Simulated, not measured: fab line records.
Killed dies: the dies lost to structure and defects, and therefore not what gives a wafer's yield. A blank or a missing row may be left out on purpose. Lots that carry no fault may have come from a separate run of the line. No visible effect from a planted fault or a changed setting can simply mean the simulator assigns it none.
Struck lot and sound lot, side by side | flow sky130 | 21 steps out of a route of 708
Sound: wafers L316.1, L316.3, L316.6. Wafers struck: L307.2, L307.3, L307.4. The cause is given at the end.
At each step with rows: each side's tool, then ch and its chambers, then its first start. Under that, the readings that differ: sound wafers | struck wafers | difference of the means | sigmas: that difference in standard deviations of wafers without a fault.
alike: same words and numbers on both sides, and readings whose means sit less than 2 such deviations apart. not compared: any withheld reading, any reading some wafer has no value for, any bound like >300 that may hide the same value, and any number with overlapping values for which the record gives no deviation.
A row with sigmas, a row that says differs or no value, or rows on one side alone: a step with any of these is where the two part. When numbers do not overlap yet have no deviation, they are printed without sigmas and do not part them. A reading missing from all wafers of one side parts the sides only when that side holds two or more wafers.

SKY_POLY_GATE_CD_MEAS_22:
  sound: cdSem-02 at day 22 09:41; struck: cdSem-02 at day 19 07:22
  alike: cdNm
then, 7 steps without rows for these wafers: SKY_LDD_N_DEHYDRATE_00 (time 60 s); SKY_LDD_N_HMDS_01 (prime time 60 s); SKY_LDD_N_COAT_02 (resist thk 300 nm); SKY_LDD_N_SOFTBAKE_03 (time 60 s); SKY_LDD_N_EXPOSE_04 (exposes mask NTM, target cd 840 nm); SKY_LDD_N_PEB_05; SKY_LDD_N_DEVELOP_06 (develop time 60 s).
SKY_LDD_N_OVL_MEAS_07:
  sound: overlay-02 at day 23 16:08; struck: overlay-02 at day 20 14:28
  alike: LDD_N_OVL
then, 3 steps without rows for these wafers: SKY_LDD_N_IMPLANT_08; SKY_LDD_N_IMPLANT_09; SKY_LDD_N_IMPLANT_10.
SKY_LDD_N_IMPLANT_11:
  sound on implanter-03 ch 0, day 23 16:37; struck on implanter-02 ch 0, day 20 14:58
reading          | sound                         | struck                           | difference  | sigmas
beamOnS (s)      | 10.19 9.97 10.13              | 33.00 33.45 33.00                | +23.05      | +99 or more
doseIonsCm2      | 7.485e+13 7.498e+13 7.479e+13 | 3.0354e+14 3.0357e+14 3.0368e+14 | +2.2872e+14 | +99 or more
faradayCurrentUA | 415 423 418                   | 518 512 521                      | +98         | +12
  alike: beamEnergyKeV
then, 4 steps without rows for these wafers: SKY_LDD_N_IMPLANT_12; SKY_LDD_N_IMPLANT_13; SKY_LDD_N_IMPLANT_14; SKY_LDD_N_IMPLANT_15.
SKY_LDD_N_STRIP_16: strips in O2/N2.
  sound on plasmaAsher-01 ch 0,1, day 23 17:22; struck on plasmaAsher-01 ch 0,1, day 20 15:41
reading                  | sound             | struck            | difference | sigmas
stripTimeToEndpointS (s) | 4.275 4.309 4.312 | 4.907 4.884 4.885 | +0.593     | +33
  alike: drypumpMotorCurrentA, o2FlowSccm, oesProductAu
  not compared: rfHoursCounterH
SKY_LDD_N_TW_MEAS_17:
  sound: filmMetro-01 at day 23 17:28; struck: filmMetro-04 at day 20 15:48
reading  | sound          | struck         | difference | sigmas
LDD_N_TW | 2585 2590 2601 | 2798 2822 2828 | +224       | +13
then, 1 step without rows for these wafers: SKY_LDD_P_DEHYDRATE_00 (time 60 s).
-- the record jumps here: 28 days lie between the struck wafers' starts before and after (it left off in module LDD_P and takes up again in module PAD_OPEN, whose first step shown is number 708 of the route) --
SKY_PAD_OPEN_PROBE_99:
  sound: prober-02 at day 49 19:07; struck: prober-02 at day 48 15:28
reading                                 | sound                | struck              | difference | sigmas
model.etest.tipN.rsOhmSq                | 442.9 440.1 441.3    | 326 324 325.2       | -116       | 
model.etest.nfet_01v8.rOnOhmUm          | 857.9 833.3 822.4    | 791.2 790.5 792.3   | -46.5      | 
model.etest.nfet_01v8_lvt.driveUaUm     | 568.6 579.5 583.3    | 606.5 605 610       | +30.0      | 
model.etest.nfet_01v8_turned.driveUaUm  | 496.1 509 513.5      | 533.7 538.9 534.8   | +29.6      | 
model.etest.nfet_01v8.driveUaUm         | 492.8 510.8 511.9    | 537 534.3 537       | +31        | 
model.etest.sramNfetPass.driveUaUm      | 502.4 496.1 504.8    | 512 516.1 508.5     | +11        | 
model.etest.nfet_01v8_swapped.driveUaUm | 494.9 511.3 516.5    | 535 532.8 525.4     | +23        | 
model.etest.sramNfetPass.offLog10AUm    | -12.85 -13.01 -12.77 | -12.4 -12.29 -12.49 | +0.5       | 
  alike: killed_at_M0_to_M3, killed_at_M4_up, killedAtContacts, killedAtFrontEnd, killedAtOther, killedDies, killedOpen, killedShort

## WHERE THEY PART
Last at SKY_LDD_N_TW_MEAS_17 as far as this record goes, first at SKY_LDD_N_IMPLANT_11. Later steps at which nothing parts them and some readings are alike: SKY_PAD_OPEN_PROBE_99.

WHY: whatever the simulator had introduced
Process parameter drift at SKY_LDD_N_IMPLANT_11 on implanter-02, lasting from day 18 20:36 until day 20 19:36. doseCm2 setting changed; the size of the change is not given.
